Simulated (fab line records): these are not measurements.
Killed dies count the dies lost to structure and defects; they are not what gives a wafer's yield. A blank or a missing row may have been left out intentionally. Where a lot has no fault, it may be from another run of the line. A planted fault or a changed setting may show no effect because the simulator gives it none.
fab line records | flow sky130
record: lots: 9 wafers: 27 last_day: 50
route steps=708 shown METAL3@566 VIA3@594 METAL4@598 PAD_OPEN@708
lots that met no fault: taken from a fault-free run of the same line
start_h: the number of hours between the record's first day and the start of the first shown wafer of the lot | wait_h: how many hours have passed since the lot's step before this one | " unchanged from the row above | L1.1+2: one row covering several wafers at once | - no value, or no start was given | * or withheld: withheld | < > ~ a bound
route shown NAME@n: names a module that has steps shown in the file, with the first one's number in the route | usual: average and standard deviation across the fault-free wafers | same: alike in all rows | chamber/n: place in a boat | sites: each site's reading | _std_site: the standard deviation of these | _edge_site: outer sites' mean less inner sites' | radius_mm: for every site, how far away it sits from the centre of the wafer | mask NAME#n: copy n | behind: tool/chamber where the wafer was last shaped | hold: reason for holding the lot/hours on hold/outcome of the hold | device: the transistor (n, p or np) that didn't switch | end of line: the tests these same wafers got at the end of their route | a step given without rows: its recipe and nothing more | killed: dies lost to structure and defects at the first sort, not the wafer's yield | map: a wafer's dies, marking killed ones x, the rest . and places with no die _
set.NAME: the setting as run; set.NAME@STEP: as run at that earlier step | model.NAME: the simulator's own value behind a step, which no gauge read
one table for each step of the route and one row for each wafer, over a sample of lots
services: from which hour (start_h, from the record's first day; less than 0 if before it) a tool's chamber was out of use, for how many hours, and why
== steps ==
step: SKY_METAL3_ETCH_16
recipe: chemistry: N2/H2 target: BARC ion_energy_ev: 200 bias_w: 100 pressure_mtorr: 30 n2_flow_sccm: 100 h2_flow_sccm: 200 icp_w: 500 stop_on: SiO2 time_s: 88.2 target_depth_a: 600
usual: bias_w: 99.98/0.29 drypump_motor_current_A: 5.9/0.31 oes_product_au: 0.626/0.0045 throttle_valve_pct: 13.204/0.0083
same: time_s: 88.2
columns lot.wafer tool chamber start_h wait_h bias_w drypump_motor_current_A oes_product_au rf_hours_counter_h throttle_valve_pct
L716.1 rie_metal-03 0 921.26 0.0 100.45 6.0 0.623 0 13.206
L716.3 " 1 " " 100.05 5.7 0.632 - 13.201
L716.6 " 1 " " 99.83 5.7 0.628 - 13.206
L718.2 rie_metal-04 0 944.45 0.0 100.11 5.6 0.633 9 13.204
L718.3 " 0 " " 99.86 5.6 0.628 - 13.198
L718.6 " 0 " " 99.70 5.6 0.630 - 13.211
L723.1 rie_metal-03 1 990.61 0.0 99.63 5.7 0.617 0 13.210
L723.2 " 0 " " 99.58 6.0 0.628 6 13.210
L723.3 " 0 " " 99.57 6.0 0.626 - 13.204
L724.1 rie_metal-02 0 996.34 0.0 99.83 6.0 0.622 11 13.202
L724.3 " 0 " " 100.20 6.1 0.627 - 13.219
L724.6 " 0 " " 100.34 6.1 0.628 - 13.210
L726.3 rie_metal-03 0 1001.91 0.0 99.98 6.0 0.630 - 13.199
L726.4 " 1 " " 99.72 5.7 0.627 - 13.201
L726.6 " 1 " " 99.55 5.7 0.626 - 13.208
L729.1 rie_metal-04 1 1015.53 0.0 99.57 6.6 0.627 6 13.203
L729.3 " 1 " " 100.31 6.6 0.624 - 13.183
L729.6 " 0 " " 100.55 5.6 0.626 - 13.191
L730.1 rie_metal-03 1 1024.28 0.0 100.04 5.7 0.623 2 13.208
L730.2 " 0 " " 100.36 6.0 0.621 8 13.210
L730.3 " 1 " " 99.96 5.7 0.627 - 13.199
L732.1 rie_metal-03 1 1034.84 0.0 99.86 5.7 0.625 3 13.202
L732.3 " 0 " " 99.84 6.0 0.630 - 13.212
L732.5 " 1 " " 100.25 5.7 0.627 - 13.186
L736.1 rie_metal-04 0 1059.38 0.0 100.20 5.6 0.619 13 13.214
L736.3 " 0 " " 100.04 5.6 0.625 - 13.195
L736.6 " 0 " " 99.83 5.6 0.625 - 13.214
step: SKY_METAL3_ETCH_17
recipe: target: SiO2 stop_on: TiN chemistry: C4F8/O2/Ar source_w: 1500 bias_w: 1200 pressure_mtorr: 40 c4f8_flow_sccm: withheld O2_flow_sccm: 6 Ar_flow_sccm: 300 time_s: 3.9 target_depth_a: 150
usual: bias_w: 1200/3.8 oes_product_au: 0.755/0.0078
same: time_s: 3.9
columns lot.wafer tool chamber start_h wait_h bias_w oes_product_au
L716.1 rie_diel-01 3 921.36 0.1 1203 0.760
L716.3 " 2 " " 1196 0.753
L716.6 " 0 " " 1198 0.756
L718.2 rie_diel-04 3 944.55 0.1 1198 0.750
L718.3 " 0 " " 1199 0.763
L718.6 " 1 " " 1200 0.766
L723.1 rie_diel-04 3 990.71 0.1 1194 0.728
L723.2 " 2 " " 1192 0.761
L723.3 " 1 " " 1200 0.747
L724.1 rie_diel-01 0 996.44 0.1 1204 0.746
L724.3 " 1 " " 1197 0.755
L724.6 " 0 " " 1206 0.757
L726.3 rie_diel-04 2 1001.98 0.0 1204 0.753
L726.4 " 0 " " 1191 0.767
L726.6 " 0 " " 1196 0.747
L729.1 rie_diel-01 0 1015.63 0.1 1198 0.755
L729.3 " 3 " " 1203 0.747
L729.6 " 0 " " 1197 0.763
L730.1 rie_diel-04 3 1024.38 0.1 1198 0.755
L730.2 " 0 " " 1199 0.741
L730.3 " 2 " " 1199 0.756
L732.1 rie_diel-04 2 1034.94 0.1 1204 0.754
L732.3 " 3 " " 1199 0.752
L732.5 " 3 " " 1197 0.763
L736.1 rie_diel-02 2 1059.48 0.1 1197 0.761
L736.3 " 0 " " 1201 0.744
L736.6 " 0 " " 1202 0.756
step: SKY_VIA3_CVD_21
recipe: material: W target_thk_nm: 390 time_s: 117.31 temp_c: 400 pressure_torr: 40
usual: heater_power_w: 970/46
columns lot.wafer tool chamber start_h wait_h heater_power_w since_wet_clean_h
L716.1 cvd_w-01 0 948.80 0.1 1011 545
L716.3 " 1 " " 975 -
L716.6 " 0 " " 982 -
L718.2 cvd_w-01 0 970.04 0.0 996 566
L718.3 " 1 " " 964 -
L718.6 " 1 " " 972 -
L723.1 cvd_w-01 0 1017.33 0.0 1011 613
L723.2 " 1 " " 993 613
L723.3 " 1 " " 993 -
L724.1 cvd_w-01 1 1022.10 0.0 1003 618
L724.3 " 0 " " 1004 -
L724.6 " 1 " " 1016 -
L726.3 cvd_w-01 1 1028.19 0.1 989 -
L726.4 " 0 " " 980 -
L726.6 " 0 " " 977 -
L729.1 cvd_w-02 1 1039.01 0.0 893 121
L729.3 " 0 " " 932 -
L729.6 " 1 " " 893 -
L730.1 cvd_w-02 1 1051.68 0.0 922 134
L730.2 " 0 " " 978 134
L730.3 " 0 " " 928 -
L732.1 cvd_w-02 1 1059.30 0.0 890 141
L732.3 " 1 " " 895 -
L732.5 " 0 " " 959 -
L736.1 cvd_w-02 0 1083.67 0.0 960 166
L736.3 " 1 " " 884 -
L736.6 " 0 " " 965 -
step: SKY_VIA3_RS_MEAS_22
recipe: thk_meas_gauge: four-point-probe reads: W_of_VIA3_CVD_21+TiN_of_VIA3_SPUTTER_20
usual: VIA3_W_RS: 0.294/0.0045
columns lot.wafer tool chamber start_h wait_h VIA3_W_RS[ohm/sq]
L716.1 film_metro-03 - 948.92 0.1 0.292
L716.3 " - " " 0.296
L716.6 " - " " 0.292
L718.2 film_metro-04 - 970.18 0.1 0.295
L718.3 " - " " 0.301
L718.6 " - " " 0.295
L723.1 film_metro-04 - 1017.45 0.1 0.298
L723.2 " - " " 0.303
L723.3 " - " " 0.304
L724.1 film_metro-02 - 1022.22 0.1 0.227
L724.3 " - " " 0.225
L724.6 " - " " 0.226
L726.3 film_metro-03 - 1028.31 0.1 0.225
L726.4 " - " " 0.223
L726.6 " - " " 0.221
L729.1 film_metro-02 - 1039.14 0.1 0.291
L729.3 " - " " 0.298
L729.6 " - " " 0.291
L730.1 film_metro-04 - 1051.80 0.1 0.284
L730.2 " - " " 0.290
L730.3 " - " " 0.288
L732.1 film_metro-03 - 1059.42 0.1 0.288
L732.3 " - " " 0.289
L732.5 " - " " 0.290
L736.1 film_metro-04 - 1083.80 0.1 0.291
L736.3 " - " " 0.292
L736.6 " - " " 0.289
step: SKY_VIA3_THK_MEAS_23
recipe: thk_meas_gauge: xrf reads: W_of_VIA3_CVD_21
usual: VIA3_W_THK: 381/7.6
columns lot.wafer tool chamber start_h wait_h VIA3_W_THK[nm]
L716.1 film_metro-03 - 949.04 0.1 383
L716.3 " - " " 380
L716.6 " - " " 382
L718.2 film_metro-04 - 970.29 0.1 381
L718.3 " - " " 378
L718.6 " - " " 382
L723.1 film_metro-04 - 1017.57 0.1 380
L723.2 " - " " 379
L723.3 " - " " 371
L724.1 film_metro-02 - 1022.34 0.1 486
L724.3 " - " " 489
L724.6 " - " " 484
L726.3 film_metro-03 - 1028.41 0.1 499
L726.4 " - " " 507
L726.6 " - " " 504
L729.1 film_metro-02 - 1039.26 0.1 380
L729.3 " - " " 373
L729.6 " - " " 383
L730.1 film_metro-04 - 1051.92 0.1 398
L730.2 " - " " 392
L730.3 " - " " 394
L732.1 film_metro-03 - 1059.54 0.1 389
L732.3 " - " " 388
L732.5 " - " " 389
L736.1 film_metro-04 - 1083.92 0.1 387
L736.3 " - " " 384
L736.6 " - " " 391
step: SKY_VIA3_CMP_24
recipe: stop_on: SiO2 t_overpolish_s: 20 down_force_psi: 3.5 platen_rpm: 60 target_thk_nm: 0 pad_velocity_m_s: 0.94248
usual: motor_current_A: 10.8/0.89 platen_rpm: 60.00/0.044 time_to_endpoint_s: 95/4.8
columns lot.wafer tool chamber start_h wait_h motor_current_A platen_rpm time_to_endpoint_s
L716.1 cmp-01 1 949.15 0.1 10.1 59.95 96
L716.3 " 3 " " 11.0 60.00 97
L716.6 " 1 " " 10.5 60.03 98
L718.3 cmp-02 3 970.44 0.1 10.6 60.01 90
L718.2 " 0 " " 9.4 60.01 91
L718.6 " 1 " " 11.1 60.04 92
L723.3 cmp-02 2 1017.63 0.0 10.5 60.06 86
L723.1 " 3 " " 10.7 60.03 96
L723.2 " 0 " " 9.8 60.01 92
L724.1 cmp-02 1 1022.46 0.1 10.9 59.97 131
L724.3 " 0 " " 9.4 60.07 123
L724.6 " 2 " " 10.9 60.09 123
L726.3 cmp-01 3 1029.65 1.2 10.9 60.01 120
L726.4 " 1 " " 10.0 60.01 124
L726.6 " 3 " " 10.1 60.03 127
L729.1 cmp-01 1 1039.32 0.1 10.1 59.97 97
L729.3 " 0 " " 13.0 60.06 94
L729.6 " 2 " " 12.1 59.99 96
L730.3 cmp-02 3 1051.98 0.0 10.9 60.03 100
L730.1 " 1 " " 11.3 60.00 103
L730.2 " 2 " " 10.4 60.03 97
L732.3 cmp-01 2 1059.60 0.0 11.5 59.99 90
L732.1 " 1 " " 10.1 59.97 95
L732.5 " 3 " " 10.5 60.02 90
L736.1 cmp-02 2 1083.98 0.1 10.4 60.06 96
L736.3 " 1 " " 10.9 59.98 97
L736.6 " 2 " " 10.1 59.94 96
step: SKY_METAL4_SPUTTER_00
recipe: material: Ti target_thk_nm: 15 power_w: 3000 time_s: 10 chamber_pressure_pa: 0.4
usual: throttle_valve_pct: 29.6/1.1
same: time_s: 10
columns lot.wafer tool chamber start_h wait_h throttle_valve_pct
L716.1 pvd_sputter-01 - 949.40 0.2 29.1
L716.3 " - " " 30.8
L716.6 " - " " 29.4
L718.2 pvd_sputter-03 - 970.64 0.1 26.3
L718.3 " - " " 29.4
L718.6 " - " " 30.2
L723.1 pvd_sputter-03 - 1017.93 0.2 26.3
L723.2 " - " " 30.8
L723.3 " - " " 29.8
L724.1 pvd_sputter-01 - 1022.76 0.2 29.5
L724.3 " - " " 30.6
L724.6 " - " " 28.9
L726.3 pvd_sputter-01 - 1029.95 0.2 29.0
L726.4 " - " " 29.7
L726.6 " - " " 29.7
L729.1 pvd_sputter-03 - 1039.62 0.2 26.5
L729.3 " - " " 30.2
L729.6 " - " " 30.1
L730.1 pvd_sputter-03 - 1052.28 0.1 30.1
L730.2 " - " " 26.6
L730.3 " - " " 30.4
L732.1 pvd_sputter-01 - 1059.90 0.1 29.1
L732.3 " - " " 29.3
L732.5 " - " " 29.1
L736.1 pvd_sputter-04 - 1084.28 0.2 29.1
L736.3 " - " " 29.5
L736.6 " - " " 30.4
step: SKY_PAD_OPEN_PROBE_99
usual: defect_limited_yield: 82.0/1.9 killed_at_M0_to_M3: 46/6.7 killed_at_M4_up: 3.3/2 killed_at_contacts: 24/5.4 killed_at_front_end: 15/4.3 killed_at_other: 0.4/0.64 killed_dies: 89/9.1 killed_on_rim: 17/3.7 killed_open: 48/7.2 killed_short: 40/6.3 sort_bin_3_pad_short: 0.9/0.42 sort_bin_5_function: 10.8/1.5 sort_bin_6_memory: 6.4/1.1 sort_n_pass: 403/9.1 sort_yield_pct: 82.0/1.9
same: gross_dies: 492 killed_at_back_side: 0 sort_bin_4_leakage[%]: 0 sort_bin_8_speed[%]: 0
columns lot.wafer tool chamber start_h wait_h defect_limited_yield[%] killed_at_M0_to_M3 killed_at_M4_up killed_at_contacts killed_at_front_end killed_at_other killed_dies killed_on_rim killed_open killed_short sort_bin_3_pad_short[%] sort_bin_5_function[%] sort_bin_6_memory[%] sort_n_pass sort_yield_pct[%]
L716.1 prober-02 - 1093.16 0.1 83.1 48 2 24 9 0 83 12 47 36 0.2 9.6 7.1 409 83.1
L716.3 prober-02 - 1093.26 0.2 81.5 42 2 22 25 0 91 16 48 42 1.0 10.6 6.9 401 81.5
L716.6 prober-02 - 1093.41 0.2 78.5 64 2 26 13 1 106 23 61 44 1.0 14.0 6.5 386 78.5
L718.2 prober-02 - 1112.19 0.1 85.0 30 1 32 11 0 74 14 43 31 1.0 8.5 5.5 418 85.0
L718.3 prober-02 - 1112.24 0.2 79.9 51 2 19 26 1 99 20 59 39 1.4 9.8 8.9 393 79.9
L718.6 prober-02 - 1112.39 0.2 79.5 48 5 31 17 0 101 21 53 48 1.0 9.8 9.8 391 79.5
L723.1 prober-02 - 1152.10 0.1 85.4 38 2 16 16 0 72 13 36 36 0.6 9.1 4.9 420 85.4
L723.2 prober-02 - 1152.15 0.1 80.7 58 1 19 17 0 95 17 53 41 1.0 11.2 7.1 397 80.7
L723.3 prober-02 - 1152.20 0.2 80.5 51 2 27 15 1 96 21 52 44 0.6 12.4 6.5 396 80.5
L724.1 prober-01 - 1156.68 0.1 80.1 42 4 35 17 0 98 20 61 37 0.4 11.8 7.7 394 80.1
L724.3 prober-01 - 1156.78 0.2 82.7 41 1 29 13 1 85 13 50 35 1.2 11.0 5.1 407 82.7
L724.6 prober-01 - 1156.93 0.2 81.7 47 2 24 17 0 90 11 41 49 1.2 11.4 5.7 402 81.7
L726.3 prober-01 - 1160.19 0.2 81.5 45 7 17 21 1 91 22 52 38 1.2 10.8 6.5 401 81.5
L726.4 prober-01 - 1160.24 0.2 82.3 48 5 17 17 0 87 20 49 36 1.0 11.4 5.3 405 82.3
L726.6 prober-01 - 1160.34 0.2 81.5 45 1 27 18 0 91 23 46 43 0.8 9.3 8.3 401 81.5
L729.1 prober-02 - 1169.97 0.1 81.7 43 5 24 18 0 90 14 53 37 0.4 11.4 6.5 402 81.7
L729.3 prober-02 - 1170.07 0.2 81.5 49 3 24 14 1 91 19 44 47 0.8 9.3 8.3 401 81.5
L729.6 prober-02 - 1170.22 0.2 83.9 40 2 16 21 0 79 11 43 36 1.0 10.2 4.9 413 83.9
L730.1 prober-01 - 1179.15 0.1 83.3 44 2 20 15 1 82 12 40 42 1.0 10.4 5.3 410 83.3
L730.2 prober-01 - 1179.20 0.1 83.9 38 5 21 15 0 79 11 42 37 0.4 9.8 5.9 413 83.9
L730.3 prober-01 - 1179.25 0.2 83.9 49 5 17 8 0 79 15 43 36 1.0 10.6 4.5 413 83.9
L732.1 prober-02 - 1184.24 0.1 83.3 51 3 20 6 2 82 11 49 33 0.4 10.6 5.7 410 83.3
L732.3 prober-02 - 1184.34 0.2 81.7 50 0 22 16 2 90 21 46 43 0.6 9.6 8.1 402 81.7
L732.5 prober-02 - 1184.44 0.2 83.7 46 3 12 17 2 80 12 39 39 0.8 10.8 4.7 412 83.7
L736.1 prober-01 - 1203.70 0.1 83.9 39 4 21 15 0 79 14 42 37 0.2 10.6 5.3 413 83.9
L736.3 prober-01 - 1203.80 0.2 82.9 46 3 23 12 0 84 16 45 39 1.2 9.8 6.1 408 82.9
L736.6 prober-01 - 1203.95 0.2 80.5 49 3 27 14 3 96 22 65 31 0.8 11.4 7.3 396 80.5
killed by level:class
L716.1 CONTACT:geometric_particle:open=15 VIA1:geometric_particle:open=12 VIA1:geometric_particle:short=8 METAL2:geometric_particle:short=7 METAL1:geometric_particle:short=7 FIELD_ISO:geometric_particle:short=4 VIA2:geometric_particle:open=4 LI_CONTACT:geometric_particle:open=3
L716.3 VIA1:geometric_particle:open=10 FIELD_ISO:geometric_particle:short=8 CONTACT:geometric_particle:open=8 FIELD_ISO:geometric_particle:open=5 VIA2:geometric_particle:open=5 POLY_GATE:geometric_particle:open=5 VIA3:geometric_particle:open=5 LI_CONTACT:geometric_particle:open=4
L716.6 VIA1:geometric_particle:open=21 CONTACT:geometric_particle:open=10 VIA1:geometric_particle:short=10 LOCAL_INTERCONNECT:geometric_particle:short=7 FIELD_ISO:geometric_particle:open=6 METAL2:geometric_particle:short=6 VIA3:geometric_particle:open=6 LI_CONTACT:geometric_particle:open=5
L718.2 LI_CONTACT:geometric_particle:open=10 CONTACT:geometric_particle:open=9 VIA1:geometric_particle:short=6 VIA3:geometric_particle:open=5 LOCAL_INTERCONNECT:geometric_particle:short=5 FIELD_ISO:geometric_particle:open=4 LOCAL_INTERCONNECT:geometric_particle:open=4 POLY_GATE:geometric_particle:open=3
L718.3 CONTACT:geometric_particle:open=12 VIA1:geometric_particle:open=11 FIELD_ISO:geometric_particle:short=10 FIELD_ISO:geometric_particle:open=10 VIA3:geometric_particle:open=9 METAL1:geometric_particle:short=5 METAL2:geometric_particle:short=5 VIA3:geometric_particle:short=5
L718.6 CONTACT:geometric_particle:open=10 VIA2:geometric_particle:open=10 LI_CONTACT:geometric_particle:open=9 METAL1:geometric_particle:short=9 VIA1:geometric_particle:open=8 VIA3:geometric_particle:short=7 FIELD_ISO:geometric_particle:short=6 LOCAL_INTERCONNECT:geometric_particle:short=4
L723.1 VIA3:geometric_particle:open=10 METAL1:geometric_particle:short=7 FIELD_ISO:geometric_particle:short=6 LI_CONTACT:geometric_particle:open=5 CONTACT:geometric_particle:open=5 POLY_GATE:geometric_particle:open=4 VIA1:geometric_particle:open=4 POLY_GATE:geometric_particle:short=3
L723.2 VIA3:geometric_particle:open=13 CONTACT:geometric_particle:open=12 VIA1:geometric_particle:open=9 METAL1:geometric_particle:short=7 VIA2:geometric_particle:open=6 FIELD_ISO:geometric_particle:open=5 METAL2:geometric_particle:short=5 VIA3:geometric_particle:short=5
L723.3 VIA1:geometric_particle:open=10 CONTACT:geometric_particle:open=9 METAL1:geometric_particle:short=8 LI_CONTACT:geometric_particle:open=7 VIA2:geometric_particle:open=7 POLY_GATE:geometric_particle:open=6 LOCAL_INTERCONNECT:geometric_particle:short=6 VIA3:geometric_particle:short=6
L724.1 CONTACT:geometric_particle:open=14 LI_CONTACT:geometric_particle:open=11 FIELD_ISO:geometric_particle:open=9 VIA1:geometric_particle:open=9 VIA3:geometric_particle:open=9 VIA3:geometric_particle:short=5 METAL4:geometric_particle:short=4 FIELD_ISO:geometric_particle:short=3
L724.3 VIA1:geometric_particle:open=11 CONTACT:geometric_particle:open=10 LI_CONTACT:geometric_particle:open=7 VIA2:geometric_particle:open=6 VIA3:geometric_particle:short=6 VIA3:geometric_particle:open=5 LOCAL_INTERCONNECT:geometric_particle:short=4 CONTACT:geometric_particle:short=4
L724.6 METAL1:geometric_particle:short=9 CONTACT:geometric_particle:open=8 LI_CONTACT:geometric_particle:open=7 VIA1:geometric_particle:open=7 FIELD_ISO:geometric_particle:short=6 METAL2:geometric_particle:short=6 VIA2:geometric_particle:open=5 CONTACT:geometric_particle:short=5
L726.3 VIA1:geometric_particle:open=15 FIELD_ISO:geometric_particle:open=6 VIA2:geometric_particle:open=6 LI_CONTACT:geometric_particle:open=6 METAL2:geometric_particle:short=6 CONTACT:geometric_particle:open=6 METAL1:geometric_particle:short=6 FIELD_ISO:geometric_particle:short=5
L726.4 VIA1:geometric_particle:open=13 VIA1:geometric_particle:short=8 CONTACT:geometric_particle:open=7 METAL2:geometric_particle:short=7 POLY_GATE:geometric_particle:open=6 FIELD_ISO:geometric_particle:open=5 LI_CONTACT:geometric_particle:open=5 METAL1:geometric_particle:short=5
L726.6 CONTACT:geometric_particle:open=11 METAL2:geometric_particle:short=10 VIA1:geometric_particle:open=8 LOCAL_INTERCONNECT:geometric_particle:short=6 VIA3:geometric_particle:open=6 FIELD_ISO:geometric_particle:open=4 LI_CONTACT:geometric_particle:open=4 CONTACT:geometric_particle:short=4
L729.1 CONTACT:geometric_particle:open=12 VIA2:geometric_particle:open=9 VIA1:geometric_particle:open=9 METAL2:geometric_particle:short=6 FIELD_ISO:geometric_particle:short=5 VIA1:geometric_particle:short=5 VIA3:geometric_particle:open=5 LI_CONTACT:geometric_particle:open=4
L729.3 VIA1:geometric_particle:open=11 CONTACT:geometric_particle:open=8 METAL1:geometric_particle:short=8 LI_CONTACT:geometric_particle:open=6 VIA2:geometric_particle:open=6 CONTACT:geometric_particle:short=5 METAL2:geometric_particle:short=5 VIA2:geometric_particle:short=4
L729.6 FIELD_ISO:geometric_particle:open=9 VIA2:geometric_particle:open=9 CONTACT:geometric_particle:open=7 METAL2:geometric_particle:short=7 FIELD_ISO:geometric_particle:short=6 VIA1:geometric_particle:open=5 LI_CONTACT:geometric_particle:open=4 METAL1:geometric_particle:short=3
L730.1 VIA1:geometric_particle:short=9 VIA3:geometric_particle:open=8 CONTACT:geometric_particle:open=7 VIA1:geometric_particle:open=6 VIA2:geometric_particle:open=6 POLY_GATE:geometric_particle:short=5 CONTACT:geometric_particle:short=5 LOCAL_INTERCONNECT:geometric_particle:short=4
L730.2 VIA1:geometric_particle:open=12 VIA1:geometric_particle:short=7 POLY_GATE:geometric_particle:open=6 LI_CONTACT:geometric_particle:open=6 CONTACT:geometric_particle:short=6 CONTACT:geometric_particle:open=6 VIA2:geometric_particle:open=6 FIELD_ISO:geometric_particle:short=4
L730.3 VIA1:geometric_particle:open=14 METAL2:geometric_particle:short=7 CONTACT:geometric_particle:open=6 VIA3:geometric_particle:open=6 LI_CONTACT:geometric_particle:open=5 METAL1:geometric_particle:short=5 CONTACT:geometric_particle:short=4 VIA2:geometric_particle:short=4
L732.1 VIA3:geometric_particle:open=11 VIA1:geometric_particle:open=10 LI_CONTACT:geometric_particle:open=7 VIA2:geometric_particle:open=6 CONTACT:geometric_particle:open=5 VIA1:geometric_particle:short=5 CONTACT:geometric_particle:short=4 METAL1:geometric_particle:open=4
L732.3 VIA1:geometric_particle:short=10 CONTACT:geometric_particle:open=10 VIA3:geometric_particle:open=10 VIA1:geometric_particle:open=7 METAL2:geometric_particle:short=6 FIELD_ISO:geometric_particle:open=4 FIELD_ISO:geometric_particle:short=4 METAL1:geometric_particle:short=4
L732.5 VIA1:geometric_particle:open=9 FIELD_ISO:geometric_particle:short=7 LI_CONTACT:geometric_particle:open=7 METAL1:geometric_particle:short=6 VIA2:geometric_particle:open=6 VIA3:geometric_particle:open=5 VIA1:geometric_particle:short=5 VIA2:geometric_particle:short=4
L736.1 VIA1:geometric_particle:open=11 CONTACT:geometric_particle:open=10 FIELD_ISO:geometric_particle:short=6 LI_CONTACT:geometric_particle:open=6 VIA2:geometric_particle:open=6 POLY_GATE:geometric_particle:short=5 METAL2:geometric_particle:short=5 METAL4:geometric_particle:short=4
L736.3 VIA1:geometric_particle:open=12 CONTACT:geometric_particle:open=9 METAL1:geometric_particle:short=8 METAL2:geometric_particle:short=7 LI_CONTACT:geometric_particle:open=6 VIA3:geometric_particle:open=6 VIA1:geometric_particle:short=5 VIA2:geometric_particle:open=5
L736.6 VIA1:geometric_particle:open=15 CONTACT:geometric_particle:open=13 VIA3:geometric_particle:open=7 LI_CONTACT:geometric_particle:open=6 VIA2:geometric_particle:open=6 CONTACT:geometric_particle:short=5 VIA1:geometric_particle:short=5 METAL1:geometric_particle:open=4
== services ==
columns tool chamber start_h hours kind
cmp-01 - 899.94 4.1 pm
cvd_w-02 - 904.00 14.0 pm
cmp-02 - 904.19 5.7 pm
cmp-01 - 919.72 4.0 pm
rie_diel-04 2 927.78 2.6 repair
pvd_sputter-03 - 931.24 2.2 repair
rie_diel-04 - 936.95 0.4 repair
pvd_sputter-03 - 937.18 2.4 repair
cmp-01 - 941.70 0.7 repair
cvd_w-02 - 946.05 14.6 pm
rie_metal-04 0 946.43 21.8 repair
cmp-01 - 952.95 6.3 pm
cmp-01 - 968.12 1.2 repair
rie_diel-04 - 983.11 0.5 repair
rie_metal-04 - 985.59 14.6 pm
rie_diel-04 0 990.20 7.2 repair
cmp-01 - 998.62 28.9 repair
pvd_sputter-03 - 1030.45 2.2 repair
rie_diel-01 - 1049.59 15.6 pm
cvd_w-01 1 1054.94 12.5 repair
cmp-01 - 1056.47 1.7 repair
pvd_sputter-01 - 1073.97 2.6 repair
cvd_w-02 - 1082.18 0.4 repair
cmp-02 - 1084.28 4.0 pm
== key ==
first_sign: step: SKY_VIA3_RS_MEAS_22 reading: VIA3_W_RS direction: down sigmas: 15 usual: 0.294 struck: 0.224
effect: step: SKY_VIA3_THK_MEAS_23 reading: VIA3_W_THK direction: up sigmas: 15 usual: 381 struck: 495
effect: step: SKY_VIA3_CMP_24 reading: time_to_endpoint_s direction: up sigmas: 6.2 usual: * struck: *
met_at SKY_VIA3_CVD_21
struck_lots L724,L726
not_acting_at SKY_METAL3_ETCH_16,SKY_METAL3_ETCH_17,SKY_METAL4_SPUTTER_00
onset_between 1017.33 1022.10
fault: kind: process_parameter_drift tool: cvd_w-01 chamber: - onset_h: 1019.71 steps: SKY_VIA3_CVD_21 channel: target_thk_nm offset: 124.62 shape: step end_h: 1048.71 acts_in: these_recipes_only stated: 390
